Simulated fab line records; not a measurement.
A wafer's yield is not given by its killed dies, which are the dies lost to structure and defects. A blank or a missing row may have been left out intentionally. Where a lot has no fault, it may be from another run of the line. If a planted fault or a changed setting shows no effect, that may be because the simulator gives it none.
Problem report in the 8D (eight disciplines) form, filled by code + flow gf180mcu + the parts of the form that need people (team, actions taken, sign-off) are left out

## 1. WHAT IS WRONG
Wafers without a fault read 23.00 C, standard deviation 0.09; developer temp C at GF_MIM_DEVELOP_18 reads a mean of 23.91 C on 6 wafers belonging to 2 lots. Measured from the usual mean, that is +10 standard deviations.
The step: develop time 60 s.
First observed at day 29 07:16: wafer L710.1, on litho track-04. The record holds 42 wafers of 14 lots with a number at this step. By rule, "out" or "out of limits" means more than 4 standard deviations away from the usual mean. Any other wafer with a number is counted as sound.

## 2. WHAT IT IS AND WHAT IT IS NOT
| question                    | is                     | is not                                                                          |
|-----------------------------|------------------------|---------------------------------------------------------------------------------|
| which readings at this step | developer temp C       | resist line temp C                                                              |
| which lots                  | L710, L711             | L698, L699, L700, L701, L704, L706, L707, L708, L709, L712, L713, L721          |
| which wafers of those lots  | all that have a number | -                                                                               |
| read on which tools         | litho track-04         | litho track-01, litho track-02                                                  |
| when                        | from day 29 07:16      | up to then (27 sound wafers); but 9 sound wafers of L712, L713, L721 came after |

## 3. THE SUSPECTS, EACH WITH WHAT RULES IT OUT
Counting: any tool at a process step up to the reading is kept as a suspect provided that every lot that is out went through it and no sound lot did after the first of them.
- litho track-04 at GF_MIM_DEVELOP_18 (develop time 60 s): kept. It ran every lot that is out, first L710 (day 29 07:16), and no sound lot after that; its last sound lot up to then is L709 (day 29 04:07). Out on those wafers are its own readings of developer temp C.
After counting, what remains is litho track-04 at GF_MIM_DEVELOP_18.

## 4. THE CAUSE (what the simulator had put in)
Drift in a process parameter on litho track-04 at GF_MIM_DEVELOP_18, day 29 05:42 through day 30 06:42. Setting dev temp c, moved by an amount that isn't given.
Only this tool survived the counting.

## 5. SEQUENCE OF EFFECTS, ordered by route
Rows list readings where the struck wafers' mean (over those with a number) sits beyond 3 standard deviations from the usual. Scope: only readings with a usual standard deviation given in the record; hours: median across lots of the time from each lot's start at the first step in this table that gives one to its start at this step; sigmas: change in usual standard deviations.
| hours | step              | reading          | usual   | on struck wafers | change | sigmas |
|-------|-------------------|------------------|---------|------------------|--------|--------|
| 0     | GF_MIM_DEVELOP_18 | developer temp C | 23.00 C | 23.91            | +0.91  | +10    |
Its process steps:
- GF_MIM_DEVELOP_18: develop time 60 s.

## 6. WHAT WOULD HAVE CAUGHT IT SOONER
First out-of-limits reading in this record: day 29 07:16, which is 2 hours after fault onset at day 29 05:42.
